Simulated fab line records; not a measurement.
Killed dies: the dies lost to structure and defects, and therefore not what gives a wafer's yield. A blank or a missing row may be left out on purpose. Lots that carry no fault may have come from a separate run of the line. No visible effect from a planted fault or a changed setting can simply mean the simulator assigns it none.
Which of the tools did it?	flow gf180mcu	12 lots, 36 wafers sampled, at 5 steps of a route of 602

== WHAT THE GAUGES READ, wafer by wafer ==
GF_M5_OVL_MEAS_08.
lot	measured	on	M5_OVL (nm)
L713	day 26 05:35	overlay-02	-3 -1 -5
L714	day 26 14:06	overlay-02	-4 -15 -12
L716	day 27 06:55	overlay-01	-5 -5 -13
L717	day 27 16:01	overlay-02	0 -10 -6
L722	day 29 08:17	overlay-01	-6 -3 -1
L724	day 29 23:53	overlay-01	1 2 -6
L725	day 30 08:06	overlay-02	-20 -15 -19
L726	day 30 12:38	overlay-02	-14 -14 -6
L727	day 30 17:02	overlay-02	4 -1 1
L730	day 31 11:20	overlay-02	-1 5 2
L731	day 31 19:08	overlay-01	0 -1 3
L736	day 33 01:17	overlay-01	-3 1 -1

GF_V5_RS_MEAS_24: uses a four-point probe to measure.
lot	measured	on	V5_W_RS (ohm/sq)
L713	day 27 04:49	film-metro-03	0.328 0.333 0.325
L714	day 27 12:34	film-metro-02	0.331 0.320 0.334
L716	day 28 04:33	film-metro-02	0.341 0.335 0.335
L717	day 28 14:37	film-metro-03	0.329 0.331 0.331
L722	day 30 05:13	film-metro-04	0.328 0.332 0.332
L724	day 30 19:56	film-metro-03	0.332 0.330 0.332
L725	day 31 04:52	film-metro-02	0.330 0.327 0.327
L726	day 31 08:35	film-metro-02	0.330 0.333 0.331
L727	day 31 13:29	film-metro-03	0.322 0.323 0.323
L730	day 32 06:25	film-metro-02	0.333 0.341 0.337
L731	day 32 13:45	film-metro-03	0.330 0.326 0.329
L736	day 33 19:25	film-metro-02	0.334 0.332 0.327

GF_PASSIVATION_THK_MEAS_01.
lot	measured	on	PASSIVATION_CVD_00_THK (nm)
L713	day 28 01:58	film-metro-04	1008 990 1017
L714	day 28 09:44	film-metro-03	995 1010 1006
L716	day 29 01:19	film-metro-04	1003 1013 1022
L717	day 29 11:42	film-metro-04	1005 1016 1024
L722	day 31 00:45	film-metro-01	975 988 997
L724	day 31 15:08	film-metro-01	1102 1110 1108
L725	day 32 00:01	film-metro-01	1079 1103 1101
L726	day 32 03:36	film-metro-01	1077 1106 1105
L727	day 32 08:03	film-metro-03	987 1001 1014
L730	day 33 00:28	film-metro-01	993 986 1008
L731	day 33 07:32	film-metro-04	987 1010 1014
L736	day 34 11:57	film-metro-04	971 985 1002

== WHAT TOOL EACH LOT RAN ON (gives the tool, then ch and the chambers of the sampled wafers, and finally the start) ==
lot	GF_V5_SPUTTER_21	GF_PASSIVATION_CVD_00
L713	pvd-sputter-01, day 27 04:36	pecvd-03 ch 0,1, day 28 01:54
L714	pvd-sputter-04, day 27 12:20	pecvd-03 ch 0,1,2, day 28 09:39
L716	pvd-sputter-01, day 28 04:18	pecvd-02 ch 0,2, day 29 01:13
L717	pvd-sputter-01, day 28 14:21	pecvd-03 ch 0,1,2, day 29 11:38
L722	pvd-sputter-04, day 30 05:00	pecvd-02 ch 0,1, day 31 00:40
L724	pvd-sputter-01, day 30 19:43	pecvd-02 ch 0,1, day 31 15:03
L725	pvd-sputter-04, day 31 04:37	pecvd-02 ch 1,2, day 31 23:55
L726	pvd-sputter-02, day 31 08:21	pecvd-02 ch 0,1, day 32 03:31
L727	pvd-sputter-04, day 31 13:16	pecvd-01 ch 1,2, day 32 07:59
L730	pvd-sputter-02, day 32 06:12	pecvd-03 ch 0,1,2, day 33 00:24
L731	pvd-sputter-01, day 32 13:30	pecvd-03 ch 1,2, day 33 07:26
L736	pvd-sputter-02, day 33 19:12	pecvd-03 ch 0,2, day 34 11:53
- GF_V5_SPUTTER_21: material Ti, target thk 15 nm, time 80.02 s.
- GF_PASSIVATION_CVD_00: deposits SiO2 from TEOS, target thk 1000 nm, time 111.95 s.

== WHAT THE TOOLS THEMSELVES READ (means of the sampled wafers that have a number; where no wafer has one, the mark that the record gives instead) ==
GF_V5_SPUTTER_21.
lot	tool	substrate-temp-c (C)	throttle-valve-pct (%)
L713	pvd-sputter-01	200.00	30.2
L714	pvd-sputter-04	200.04	30.7
L716	pvd-sputter-01	200.06	30.3
L717	pvd-sputter-01	200.20	30.8
L722	pvd-sputter-04	199.99	30.4
L724	pvd-sputter-01	200.03	30.8
L725	pvd-sputter-04	199.99	30.5
L726	pvd-sputter-02	199.92	30.3
L727	pvd-sputter-04	200.08	30.5
L730	pvd-sputter-02	199.85	29.8
L731	pvd-sputter-01	199.99	30.5
L736	pvd-sputter-02	200.04	30.1

GF_PASSIVATION_CVD_00.
lot	tool	heater-power-w (W)	rf-fwd-power-W (W)
L713	pecvd-03	639	598.6
L714	pecvd-03	679	598.5
L716	pecvd-02	648	599.1
L717	pecvd-03	700	597.7
L722	pecvd-02	611	597.6
L724	pecvd-02	499	840.1
L725	pecvd-02	631	836.9
L726	pecvd-02	633	839.5
L727	pecvd-01	816	597.5
L730	pecvd-03	763	598.4
L731	pecvd-03	854	597.9
L736	pecvd-03	621	596.5

== THE ANSWER, worked out from the rows above alone ==
Rule: the lots themselves supply what counts as usual. The widest of any qualifying gaps counts: lots, ordered by their means at a reading, are off when they make up no more than a third of the lots, leave a main group of 4 or more, and stand apart from it by 3 or more times the standard deviation of that group's means. If all means in a main group match to the digits the tables above print for the reading, that group is not used. A lot without any number at a reading at which 4 lots or more have one is off too. Where the step has rows for the other lots, those lots are counted as sound. The gauges are gone through in route order, then the tools' own readings, and for those a lot's mean is taken as printed above. At the first step where some lot is off, the reading lying furthest off is the one used; lots without a number count as furthest.
Off: L724, L725, L726, at GF_PASSIVATION_THK_MEAS_01 (PASSIVATION_CVD_00_THK). For the main group the mean is 1001 nm and the standard deviation 9.6.
A tool fits if, at a process step before that reading, it ran every lot that is off, and no sound lot after the first of them. The gauges at GF_PASSIVATION_THK_MEAS_01 aren't tried: what is off there is off at GF_PASSIVATION_CVD_00 too, on other tools, and a gauge's error can't cause that. One candidate fits, namely pecvd-02 at GF_PASSIVATION_CVD_00. Its last sound lot is L722 (day 31 00:40), its first lot that is off L724 (day 31 15:03): a fault that began between those two fits.
On the lots that are off, the tool's own readings at GF_PASSIVATION_CVD_00 differ by more than 5 times the standard deviation of the sound lots' means, which bears it out; rf-fwd-power-W reads 838.8 W there versus 598.0 W on the sound lots.

== WHAT WAS PUT IN BY THE SIMULATOR ==
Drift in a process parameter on pecvd-02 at GF_PASSIVATION_CVD_00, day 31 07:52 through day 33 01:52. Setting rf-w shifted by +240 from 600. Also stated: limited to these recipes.
Shown lots that were struck: L724, L725, L726. The rule above reached the same finding.
